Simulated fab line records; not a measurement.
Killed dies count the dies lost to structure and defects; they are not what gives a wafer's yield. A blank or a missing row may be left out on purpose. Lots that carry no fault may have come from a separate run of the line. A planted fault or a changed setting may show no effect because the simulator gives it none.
fab line records ; flow gf180mcu
record: lots: 12; wafers: 36; last_day: 34
route steps=602 shown NWELL@50 HV_LDD@184 M1@315
lots with no fault: from the same line, run without faults
start_h: hours from the record's first day to the start of the lot's first wafer shown ; wait_h: hours from the lot's prior step to this one ; " as in the row above ; L1.1+2: a single row standing in for several wafers ; - no value, or no start was given ; * or withheld: withheld ; < > ~ a bound
route shown NAME@n: a module of which the file shows steps, and the number in the route of the first ; usual: the fault-free wafers' mean and standard deviation ; same: alike in all rows ; chamber/n: place in a boat ; sites: readings site by site ; _std_site: how widely they spread, as a standard deviation ; _edge_site: mean of outer sites minus mean of inner sites ; radius_mm: how far each site lies from the wafer's centre ; mask NAME#n: copy n ; behind: the tool/chamber that last shaped the wafer ; hold: reason for holding the lot/hours on hold/outcome of the hold ; device: the transistor (n, p or np) that didn't switch ; end of line: the route-end tests of the same wafers ; step lacking rows: just its recipe ; killed: dies that structure and defects cost at the first sort, which is not the same as the wafer's yield ; map: the dies of a wafer, with x for killed, . for not killed, _ for no die there
set.NAME: the setting the step ran with; set.NAME@STEP: the setting that earlier step ran with ; model.NAME: the simulator's own value behind a step, which no gauge read
a sample of lots followed through the steps of the route, with each step as a table and each wafer as a row
services: the hour from which a tool's chamber was out of use, counted from the record's first day as start_h (under 0 if before that day), plus the number of hours and why
== steps ==
step: GF_NWELL_IMPLANT_08
recipe: species: P; energy_kev: 450; dose_cm2: 1.5e+13; tilt_deg: 0
usual: tilt_deg: 0.005/0.019
lot.wafer;tool;chamber;start_h;wait_h;tilt_deg
L882.1;implanter-03;0;55.92;0.0;-0.006
L882.3;implanter-03;0;55.92;0.0;0.013
L882.5;implanter-03;0;55.92;0.0;0
L883.1;implanter-02;0;61.23;0.0;-0.001
L883.2;implanter-02;0;61.23;0.0;0.006
L883.4;implanter-02;0;61.23;0.0;0.021
L884.2;implanter-01;0;65.39;0.0;0.011
L884.3;implanter-01;0;65.39;0.0;0.007
L884.5;implanter-01;0;65.39;0.0;-0.014
L887.2;implanter-02;0;81.61;0.0;-0.011
L887.5;implanter-02;0;81.61;0.0;0.004
L887.6;implanter-02;0;81.61;0.0;0.011
L888.2;implanter-03;0;88.36;0.0;-0.004
L888.4;implanter-03;0;88.36;0.0;0.007
L888.6;implanter-03;0;88.36;0.0;0.024
L889.2;implanter-01;0;93.72;0.0;-0.012
L889.4;implanter-01;0;93.72;0.0;0.023
L889.5;implanter-01;0;93.72;0.0;-0.024
L890.3;implanter-02;0;99.93;0.1;-0.025
L890.4;implanter-02;0;99.93;0.1;-0.006
L890.5;implanter-02;0;99.93;0.1;-0.012
L891.3;implanter-01;0;105.20;0.1;0.006
L891.4;implanter-01;0;105.20;0.1;0.021
L891.5;implanter-01;0;105.20;0.1;0.022
L893.1;implanter-03;0;117.42;0.0;0.006
L893.5;implanter-03;0;117.42;0.0;0.016
L893.6;implanter-03;0;117.42;0.0;0.010
L898.1;implanter-02;0;140.33;0.0;3.470
L898.2;implanter-02;0;140.33;0.0;3.507
L898.4;implanter-02;0;140.33;0.0;3.488
L902.1;implanter-02;0;166.05;0.0;3.498
L902.2;implanter-02;0;166.05;0.0;3.518
L902.4;implanter-02;0;166.05;0.0;3.530
L905.1;implanter-01;0;188.50;0.0;-0.004
L905.3;implanter-01;0;188.50;0.0;0.061
L905.4;implanter-01;0;188.50;0.0;0.002
step: GF_NWELL_TW_MEAS_11
usual: NWELL_TW: 1586/9.5
lot.wafer;tool;chamber;start_h;wait_h;hold;NWELL_TW
L882.1;film_metro-02;-;56.32;0.1;-;1593
L882.3;film_metro-02;-;56.32;0.1;-;1593
L882.5;film_metro-02;-;56.32;0.1;-;1597
L883.1;film_metro-04;-;61.63;0.1;-;1589
L883.2;film_metro-04;-;61.63;0.1;-;1587
L883.4;film_metro-04;-;61.63;0.1;-;1584
L884.2;film_metro-02;-;65.78;0.1;-;1599
L884.3;film_metro-02;-;65.78;0.1;-;1591
L884.5;film_metro-02;-;65.78;0.1;-;1595
L887.2;film_metro-04;-;81.99;0.1;-;1592
L887.5;film_metro-04;-;81.99;0.1;-;1590
L887.6;film_metro-04;-;81.99;0.1;-;1600
L888.2;film_metro-04;-;88.74;0.1;-;1596
L888.4;film_metro-04;-;88.74;0.1;-;1595
L888.6;film_metro-04;-;88.74;0.1;-;1591
L889.2;film_metro-04;-;94.11;0.1;-;1597
L889.4;film_metro-04;-;94.11;0.1;-;1591
L889.5;film_metro-04;-;94.11;0.1;-;1583
L890.3;film_metro-03;-;100.30;0.1;-;1579
L890.4;film_metro-03;-;100.30;0.1;-;1568
L890.5;film_metro-03;-;100.30;0.1;-;1574
L891.3;film_metro-04;-;105.57;0.1;-;1588
L891.4;film_metro-04;-;105.57;0.1;-;1597
L891.5;film_metro-04;-;105.57;0.1;-;1588
L893.1;film_metro-02;-;117.82;0.1;-;1581
L893.5;film_metro-02;-;117.82;0.1;-;1579
L893.6;film_metro-02;-;117.82;0.1;-;1579
L898.1;film_metro-03;-;140.73;0.1;await_dispo/0.2h/release;1745
L898.2;film_metro-03;-;140.73;0.1;await_dispo/0.2h/release;1729
L898.4;film_metro-03;-;140.73;0.1;await_dispo/0.2h/release;1738
L898.1;film_metro-03;-;140.96;0.2;-;1738
L898.2;film_metro-03;-;140.96;0.2;-;1740
L898.4;film_metro-03;-;140.96;0.2;-;1741
L902.1;film_metro-02;-;166.45;0.1;await_dispo/0.2h/release;1740
L902.2;film_metro-02;-;166.45;0.1;await_dispo/0.2h/release;1738
L902.4;film_metro-02;-;166.45;0.1;await_dispo/0.2h/release;1739
L902.1;film_metro-02;-;166.70;0.2;-;1732
L902.2;film_metro-02;-;166.70;0.2;-;1736
L902.4;film_metro-02;-;166.70;0.2;-;1738
L905.1;film_metro-04;-;188.90;0.1;-;1577
L905.3;film_metro-04;-;188.90;0.1;-;1585
L905.4;film_metro-04;-;188.90;0.1;-;1578
step: GF_VT_IMPLANT_RS_MEAS_47
recipe: thk_meas_gauge: four-point-probe
usual: NWELL_RS: 488.2/1.2
lot.wafer;tool;chamber;start_h;wait_h;hold;NWELL_RS[ohm/sq]
L882.1;film_metro-04;-;159.26;0.1;-;487.9
L882.3;film_metro-04;-;159.26;0.1;-;489.1
L882.5;film_metro-04;-;159.26;0.1;-;489.9
L883.1;film_metro-04;-;166.67;0.1;-;488.2
L883.2;film_metro-04;-;166.67;0.1;-;488.1
L883.4;film_metro-04;-;166.67;0.1;-;489.5
L884.2;film_metro-04;-;168.83;0.1;-;487.1
L884.3;film_metro-04;-;168.83;0.1;-;488.8
L884.5;film_metro-04;-;168.83;0.1;-;488.0
L887.2;film_metro-02;-;188.58;0.1;-;487.0
L887.5;film_metro-02;-;188.58;0.1;-;487.8
L887.6;film_metro-02;-;188.58;0.1;-;486.0
L888.2;film_metro-04;-;197.95;0.1;-;490.5
L888.4;film_metro-04;-;197.95;0.1;-;489.9
L888.6;film_metro-04;-;197.95;0.1;-;490.2
L889.2;film_metro-03;-;204.45;0.1;-;487.7
L889.4;film_metro-03;-;204.45;0.1;-;489.0
L889.5;film_metro-03;-;204.45;0.1;-;488.1
L890.3;film_metro-02;-;212.77;0.1;-;489.6
L890.4;film_metro-02;-;212.77;0.1;-;487.8
L890.5;film_metro-02;-;212.77;0.1;-;488.5
L891.3;film_metro-03;-;218.52;0.1;-;489.4
L891.4;film_metro-03;-;218.52;0.1;-;489.1
L891.5;film_metro-03;-;218.52;0.1;-;489.6
L893.1;film_metro-03;-;234.16;0.1;-;488.7
L893.5;film_metro-03;-;234.16;0.1;-;489.8
L893.6;film_metro-03;-;234.16;0.1;-;488.0
L898.1;film_metro-02;-;262.83;0.1;await_dispo/0.2h/release;637.3
L898.2;film_metro-02;-;262.83;0.1;await_dispo/0.2h/release;637.0
L898.4;film_metro-02;-;262.83;0.1;await_dispo/0.2h/release;638.4
L898.1;film_metro-02;-;263.19;0.3;-;636.3
L898.2;film_metro-02;-;263.19;0.3;-;636.4
L898.4;film_metro-02;-;263.19;0.3;-;639.0
L902.1;film_metro-04;-;295.14;0.1;await_dispo/0.2h/release;639.5
L902.2;film_metro-04;-;295.14;0.1;await_dispo/0.2h/release;637.8
L902.4;film_metro-04;-;295.14;0.1;await_dispo/0.2h/release;637.2
L902.1;film_metro-04;-;295.50;0.3;-;638.8
L902.2;film_metro-04;-;295.50;0.3;-;637.9
L902.4;film_metro-04;-;295.50;0.3;-;636.7
L905.1;film_metro-04;-;321.66;0.1;-;487.7
L905.3;film_metro-04;-;321.66;0.1;-;488.4
L905.4;film_metro-04;-;321.66;0.1;-;486.9
step: GF_HV_LDD_OVL_MEAS_08
usual: HV_LDD_OVL: -0.1/1.6
lot.wafer;tool;chamber;start_h;wait_h;HV_LDD_OVL[nm]
L882.1;overlay-01;-;219.20;0.1;-1.6
L882.3;overlay-01;-;219.20;0.1;-0.1
L882.5;overlay-01;-;219.20;0.1;0.3
L883.1;overlay-01;-;227.40;0.1;2.1
L883.2;overlay-01;-;227.40;0.1;2.4
L883.4;overlay-01;-;227.40;0.1;2.3
L884.2;overlay-01;-;228.66;0.1;-1.0
L884.3;overlay-01;-;228.66;0.1;-0.9
L884.5;overlay-01;-;228.66;0.1;-1.2
L887.2;overlay-02;-;250.74;0.1;-0.7
L887.5;overlay-02;-;250.74;0.1;-2.9
L887.6;overlay-02;-;250.74;0.1;-3.2
L888.2;overlay-02;-;258.16;0.1;-0.3
L888.4;overlay-02;-;258.16;0.1;-2.2
L888.6;overlay-02;-;258.16;0.1;-1.6
L889.2;overlay-01;-;267.69;0.1;1.9
L889.4;overlay-01;-;267.69;0.1;-1.2
L889.5;overlay-01;-;267.69;0.1;2.9
L890.3;overlay-01;-;276.96;0.1;0.3
L890.4;overlay-01;-;276.96;0.1;-1.3
L890.5;overlay-01;-;276.96;0.1;0.4
L891.3;overlay-01;-;281.36;0.1;1.1
L891.4;overlay-01;-;281.36;0.1;1.9
L891.5;overlay-01;-;281.36;0.1;0.5
L893.1;overlay-02;-;299.65;0.1;-1.4
L893.5;overlay-02;-;299.65;0.1;-0.7
L893.6;overlay-02;-;299.65;0.1;-1.2
L905.1;overlay-02;-;396.60;0.1;-2.8
L905.3;overlay-02;-;396.60;0.1;-2.5
L905.4;overlay-02;-;396.60;0.1;-2.3
step: GF_M1_SPUTTER_00
recipe: material: Ti; target_thk_nm: 37.5; arriving_ion_energy_ev: 80; substrate_temp_c: 200; chamber_pressure_pa: 2; power_w: 4000; time_s: 150
usual: cathode_dc_power_W: 4000.0/0.68; chamber_pressure_pa: 2.000/0.0039; throttle_valve_pct: 30.1/1.1
lot.wafer;tool;chamber;start_h;wait_h;cathode_dc_power_W;chamber_pressure_pa;throttle_valve_pct
L882.1;pvd_sputter-03;-;367.31;0.2;3999.9;1.999;30.9
L882.3;pvd_sputter-03;-;367.31;0.2;4001.5;2.000;29.0
L882.5;pvd_sputter-03;-;367.31;0.2;4000.1;1.994;29.5
L883.1;pvd_sputter-01;-;375.61;0.1;4000.1;2.005;27.8
L883.2;pvd_sputter-01;-;375.61;0.1;3999.8;2.002;30.7
L883.4;pvd_sputter-01;-;375.61;0.1;3999.3;2.001;30.4
L884.2;pvd_sputter-01;-;379.98;0.2;4000.3;2.005;30.2
L884.3;pvd_sputter-01;-;379.98;0.2;3999.9;2.000;28.0
L884.5;pvd_sputter-01;-;379.98;0.2;4000.7;1.995;31.0
L887.2;pvd_sputter-04;-;404.73;0.2;4000.3;2.001;29.2
L887.5;pvd_sputter-04;-;404.73;0.2;4000.6;1.998;29.3
L887.6;pvd_sputter-04;-;404.73;0.2;3998.6;1.995;31.3
L888.2;pvd_sputter-01;-;414.18;0.2;4001.2;1.999;30.5
L888.4;pvd_sputter-01;-;414.18;0.2;4000.1;2.000;27.9
L888.6;pvd_sputter-01;-;414.18;0.2;4000.5;1.993;30.6
L889.2;pvd_sputter-04;-;426.40;0.2;3999.2;1.998;30.3
L889.4;pvd_sputter-04;-;426.40;0.2;4000.4;2.005;31.5
L889.5;pvd_sputter-04;-;426.40;0.2;3999.8;2.001;31.0
L890.3;pvd_sputter-03;-;436.30;0.2;3999.3;1.994;29.2
L890.4;pvd_sputter-03;-;436.30;0.2;3999.6;2.005;30.8
L890.5;pvd_sputter-03;-;436.30;0.2;4000.7;2.000;31.1
L891.3;pvd_sputter-04;-;441.27;0.2;3999.6;2.001;29.4
L891.4;pvd_sputter-04;-;441.27;0.2;4000.2;2.000;29.0
L891.5;pvd_sputter-04;-;441.27;0.2;4001.0;1.996;31.5
L893.1;pvd_sputter-01;-;466.37;0.1;4000.1;1.998;31.0
L893.5;pvd_sputter-01;-;466.37;0.1;3997.7;1.996;30.6
L893.6;pvd_sputter-01;-;466.37;0.1;3999.2;2.002;30.2
L905.1;pvd_sputter-03;-;569.19;0.1;4000.8;2.005;31.9
L905.3;pvd_sputter-03;-;569.19;0.1;3999.4;1.997;30.9
L905.4;pvd_sputter-03;-;569.19;0.1;3999.5;2.001;29.3
step: GF_M1_RS_MEAS_05
recipe: thk_meas_gauge: four-point-probe; reads: TiN_of_M1_SPUTTER_04+Ti_of_M1_SPUTTER_03+AlCu_of_M1_SPUTTER_02+TiN_of_M1_SPUTTER_01+Ti_of_M1_SPUTTER_00
usual: M1_ALCU_RS: 0.0696/0.00095
lot.wafer;tool;chamber;start_h;wait_h;M1_ALCU_RS[ohm/sq]
L882.1;film_metro-01;-;367.53;0.0;0.0717
L882.3;film_metro-01;-;367.53;0.0;0.0699
L882.5;film_metro-01;-;367.53;0.0;0.0696
L883.1;film_metro-04;-;375.83;0.0;0.0686
L883.2;film_metro-04;-;375.83;0.0;0.0686
L883.4;film_metro-04;-;375.83;0.0;0.0694
L884.2;film_metro-02;-;380.22;0.0;0.0700
L884.3;film_metro-02;-;380.22;0.0;0.0686
L884.5;film_metro-02;-;380.22;0.0;0.0684
L887.2;film_metro-04;-;404.97;0.0;0.0694
L887.5;film_metro-04;-;404.97;0.0;0.0698
L887.6;film_metro-04;-;404.97;0.0;0.0686
L888.2;film_metro-02;-;414.42;0.0;0.0685
L888.4;film_metro-02;-;414.42;0.0;0.0689
L888.6;film_metro-02;-;414.42;0.0;0.0697
L889.2;film_metro-01;-;426.65;0.0;0.0702
L889.4;film_metro-01;-;426.65;0.0;0.0696
L889.5;film_metro-01;-;426.65;0.0;0.0695
L890.3;film_metro-01;-;436.56;0.1;0.0697
L890.4;film_metro-01;-;436.56;0.1;0.0710
L890.5;film_metro-01;-;436.56;0.1;0.0710
L891.3;film_metro-01;-;441.53;0.1;0.0693
L891.4;film_metro-01;-;441.53;0.1;0.0695
L891.5;film_metro-01;-;441.53;0.1;0.0688
L893.1;film_metro-01;-;466.59;0.0;0.0679
L893.5;film_metro-01;-;466.59;0.0;0.0677
L893.6;film_metro-01;-;466.59;0.0;0.0701
L905.1;film_metro-04;-;569.41;0.0;0.0700
L905.3;film_metro-04;-;569.41;0.0;0.0703
L905.4;film_metro-04;-;569.41;0.0;0.0700
== services ==
tool;chamber;start_h;hours;kind
implanter-03;-;31.98;3.0;pm
implanter-02;-;39.86;1.1;repair
pvd_sputter-03;-;45.92;1.2;repair
pvd_sputter-03;-;47.26;4.5;repair
implanter-03;-;122.78;12.5;repair
pvd_sputter-01;-;137.24;2.9;repair
implanter-01;-;184.38;2.5;repair
implanter-03;-;204.96;0.8;repair
pvd_sputter-01;-;206.95;39.9;repair
implanter-02;-;221.29;1.1;repair
implanter-02;-;305.25;1.7;repair
implanter-01;-;321.98;2.7;pm
pvd_sputter-04;-;322.24;9.0;repair
pvd_sputter-03;-;328.90;0.9;repair
implanter-01;-;331.68;14.1;repair
implanter-01;-;343.80;3.5;repair
implanter-03;-;346.39;1.1;repair
implanter-02;-;484.89;3.9;pm
implanter-01;-;492.87;3.0;repair
implanter-03;-;514.78;9.6;repair
implanter-03;-;524.36;7.1;pm
implanter-03;-;531.42;3.0;pm
pvd_sputter-03;-;539.28;3.2;repair
implanter-01;-;560.93;4.2;repair
== key ==
first_sign: step: GF_NWELL_IMPLANT_08; reading: tilt_deg; direction: up; sigmas: 99+; usual: 0.005; struck: 3.502
effect: step: GF_NWELL_TW_MEAS_11; reading: visit; direction: added
effect: step: GF_NWELL_TW_MEAS_11; reading: NWELL_TW; direction: up; sigmas: 16; usual: 1586; struck: 1738
effect: step: GF_VT_IMPLANT_RS_MEAS_47; reading: NWELL_RS; direction: up; sigmas: 99+; usual: 488.2; struck: 637.9
met_at GF_NWELL_IMPLANT_08
struck_lots L898,L902
scrapped_behind GF_VT_IMPLANT_RS_MEAS_47 L898.1,L898.2,L898.4,L902.1,L902.2,L902.4
not_acting_at GF_HV_LDD_OVL_MEAS_08,GF_M1_SPUTTER_00,GF_M1_RS_MEAS_05
onset_between 99.93 140.33
fault: kind: process_parameter_drift; tool: implanter-02; chamber: -; onset_h: 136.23; steps: GF_NWELL_IMPLANT_08; channel: tilt_deg; offset: 3.5129; shape: step; end_h: 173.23; acts_in: these_recipes_only; stated: 0
